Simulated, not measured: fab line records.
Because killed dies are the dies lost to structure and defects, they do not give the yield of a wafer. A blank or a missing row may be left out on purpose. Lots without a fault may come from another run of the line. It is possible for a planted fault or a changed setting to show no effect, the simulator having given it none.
Split-lot experiment :: flow sky130 :: on a route of 708 steps: 5 lots, 27 wafers read

ABOUT THE SPLIT
At SKY_METAL2_SPUTTER_04 (material TiN, target thk 70 nm, time 58.3 s), the setting time s was moved away from the recipe's 58.3 s on 12 of the 27 wafers read, by -42.1% to +59.6%. All remaining wafers had this setting at the recipe value.

Split to reading: the file shows no intervening step.

THE READING
METAL2_ALCU_THK, in nm, at SKY_METAL2_THK_MEAS_06 (measures by xrf). Fault-free wafers of this fab line usually give 252 nm, standard deviation 3 nm.

wafer: L074.1
tool, chamber at the split: pvd sputter-02, -
time s as run, s: 58.3
against the recipe: recipe
METAL2_ALCU_THK, nm: 258
against lot-mates on the recipe: -

wafer: L074.2
tool, chamber at the split: pvd sputter-02, -
time s as run, s: 58.3
against the recipe: recipe
METAL2_ALCU_THK, nm: 249
against lot-mates on the recipe: -

wafer: L074.3
tool, chamber at the split: pvd sputter-02, -
time s as run, s: 58.3
against the recipe: recipe
METAL2_ALCU_THK, nm: 248
against lot-mates on the recipe: -

wafer: L074.4
tool, chamber at the split: pvd sputter-02, -
time s as run, s: 93.03
against the recipe: +59.6%
METAL2_ALCU_THK, nm: 229
against lot-mates on the recipe: -23

wafer: L074.5
tool, chamber at the split: pvd sputter-02, -
time s as run, s: 93.03
against the recipe: +59.6%
METAL2_ALCU_THK, nm: 229
against lot-mates on the recipe: -23

wafer: L074.6
tool, chamber at the split: pvd sputter-02, -
time s as run, s: 93.03
against the recipe: +59.6%
METAL2_ALCU_THK, nm: 230
against lot-mates on the recipe: -22

wafer: L076.3
tool, chamber at the split: pvd sputter-01, -
time s as run, s: 58.3
against the recipe: recipe
METAL2_ALCU_THK, nm: 252
against lot-mates on the recipe: -

wafer: L076.4
tool, chamber at the split: pvd sputter-01, -
time s as run, s: 58.3
against the recipe: recipe
METAL2_ALCU_THK, nm: 254
against lot-mates on the recipe: -

wafer: L076.5
tool, chamber at the split: pvd sputter-01, -
time s as run, s: 58.3
against the recipe: recipe
METAL2_ALCU_THK, nm: 252
against lot-mates on the recipe: -

wafer: L081.1
tool, chamber at the split: pvd sputter-01, -
time s as run, s: 41.05
against the recipe: -29.6%
METAL2_ALCU_THK, nm: 267
against lot-mates on the recipe: +15

wafer: L081.2
tool, chamber at the split: pvd sputter-01, -
time s as run, s: 58.3
against the recipe: recipe
METAL2_ALCU_THK, nm: 252
against lot-mates on the recipe: -

wafer: L081.3
tool, chamber at the split: pvd sputter-01, -
time s as run, s: 41.05
against the recipe: -29.6%
METAL2_ALCU_THK, nm: 264
against lot-mates on the recipe: +12

wafer: L081.4
tool, chamber at the split: pvd sputter-01, -
time s as run, s: 41.05
against the recipe: -29.6%
METAL2_ALCU_THK, nm: 259
against lot-mates on the recipe: +7

wafer: L081.5
tool, chamber at the split: pvd sputter-01, -
time s as run, s: 58.3
against the recipe: recipe
METAL2_ALCU_THK, nm: 252
against lot-mates on the recipe: -

wafer: L081.6
tool, chamber at the split: pvd sputter-01, -
time s as run, s: 58.3
against the recipe: recipe
METAL2_ALCU_THK, nm: 253
against lot-mates on the recipe: -

wafer: L082.1
tool, chamber at the split: pvd sputter-01, -
time s as run, s: 58.3
against the recipe: recipe
METAL2_ALCU_THK, nm: 253
against lot-mates on the recipe: -

wafer: L082.2
tool, chamber at the split: pvd sputter-01, -
time s as run, s: 42.1
against the recipe: -27.8%
METAL2_ALCU_THK, nm: 265
against lot-mates on the recipe: +12

wafer: L082.3
tool, chamber at the split: pvd sputter-01, -
time s as run, s: 42.1
against the recipe: -27.8%
METAL2_ALCU_THK, nm: 259
against lot-mates on the recipe: +6

wafer: L082.4
tool, chamber at the split: pvd sputter-01, -
time s as run, s: 42.1
against the recipe: -27.8%
METAL2_ALCU_THK, nm: 267
against lot-mates on the recipe: +14

wafer: L082.5
tool, chamber at the split: pvd sputter-01, -
time s as run, s: 58.3
against the recipe: recipe
METAL2_ALCU_THK, nm: 250
against lot-mates on the recipe: -

wafer: L082.6
tool, chamber at the split: pvd sputter-01, -
time s as run, s: 58.3
against the recipe: recipe
METAL2_ALCU_THK, nm: 256
against lot-mates on the recipe: -

wafer: L084.1
tool, chamber at the split: pvd sputter-01, -
time s as run, s: 58.3
against the recipe: recipe
METAL2_ALCU_THK, nm: 253
against lot-mates on the recipe: -

wafer: L084.2
tool, chamber at the split: pvd sputter-01, -
time s as run, s: 33.77
against the recipe: -42.1%
METAL2_ALCU_THK, nm: 268
against lot-mates on the recipe: +16

wafer: L084.3
tool, chamber at the split: pvd sputter-01, -
time s as run, s: 33.77
against the recipe: -42.1%
METAL2_ALCU_THK, nm: 265
against lot-mates on the recipe: +13

wafer: L084.4
tool, chamber at the split: pvd sputter-01, -
time s as run, s: 58.3
against the recipe: recipe
METAL2_ALCU_THK, nm: 250
against lot-mates on the recipe: -

wafer: L084.5
tool, chamber at the split: pvd sputter-01, -
time s as run, s: 58.3
against the recipe: recipe
METAL2_ALCU_THK, nm: 253
against lot-mates on the recipe: -

wafer: L084.6
tool, chamber at the split: pvd sputter-01, -
time s as run, s: 33.77
against the recipe: -42.1%
METAL2_ALCU_THK, nm: 266
against lot-mates on the recipe: +14

THE FIT
A straight line over all 27 wafers: METAL2_ALCU_THK changes by -0.374 nm for each +1% of time s; r = -0.97; the points scatter about the line by 2.7 nm.
The same after taking each lot's own level away (the mean of its wafers on the recipe; 27 wafers): -0.367 nm for each +1%; r = -0.97; scatter 2.6 nm.
According to that fit, moving time s by its largest amount changes the reading by 22 nm.
The span of the lots' own levels, 251.7 to 253.0 nm, comes to 0.4 times the standard deviation stated above.
The two slopes agree, so the slope changes little with the lot-to-lot level.
Check: -21.8 nm against its lot-mates is what the line predicts for one of the wafers moved furthest among these (+59.6%) when that wafer is left out of the fit. Against them it came out at -22.7 nm.

THE OTHER SPLITS THESE WAFERS WENT THROUGH
These wafers also went through other splits before the reading. Each is held against what the fit with the lots' levels taken away leaves over:
other split on the same wafers: SKY_SONOS_ONO_ETCH_15 time s
wafers away from the commonest value: 6
r with METAL2_ALCU_THK (lot level and that fit taken away): +0.07

other split on the same wafers: SKY_POLY_GATE_DEVELOP_12 develop time s
wafers away from the commonest value: 9
r with METAL2_ALCU_THK (lot level and that fit taken away): +0.03

other split on the same wafers: SKY_LDD_P_DEVELOP_06 develop time s
wafers away from the commonest value: 9
r with METAL2_ALCU_THK (lot level and that fit taken away): -0.24

other split on the same wafers: SKY_POLY_CUT_DEVELOP_07 develop time s
wafers away from the commonest value: 9
r with METAL2_ALCU_THK (lot level and that fit taken away): -0.21

other split on the same wafers: SKY_LOCAL_INTERCONNECT_ETCH_13 time s
wafers away from the commonest value: 12
r with METAL2_ALCU_THK (lot level and that fit taken away): -0.13

other split on the same wafers: SKY_METAL1_DEVELOP_14 develop time s
wafers away from the commonest value: 9
r with METAL2_ALCU_THK (lot level and that fit taken away): +0.09

THE WHOLE CHAIN: every reading that the file lists as answering this split, in the file's order
step: SKY_METAL2_SPUTTER_04
what it does: material TiN, target thk 70 nm, time 58.3 s
reading: TiN_of_METAL2_SPUTTER_04.thk nm (the simulator's own value, which no gauge read)
change (the file's fit): +0.697 nm for each +1% of the setting
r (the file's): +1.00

step: SKY_METAL2_THK_MEAS_06
what it does: measures by xrf
reading: METAL2_ALCU_THK
change (the file's fit): -0.363 for each +1% of the setting
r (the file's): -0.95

THE FILE'S OWN FIT
METAL2_ALCU_THK changes by -0.363 nm for each +1% of time s, r = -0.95.
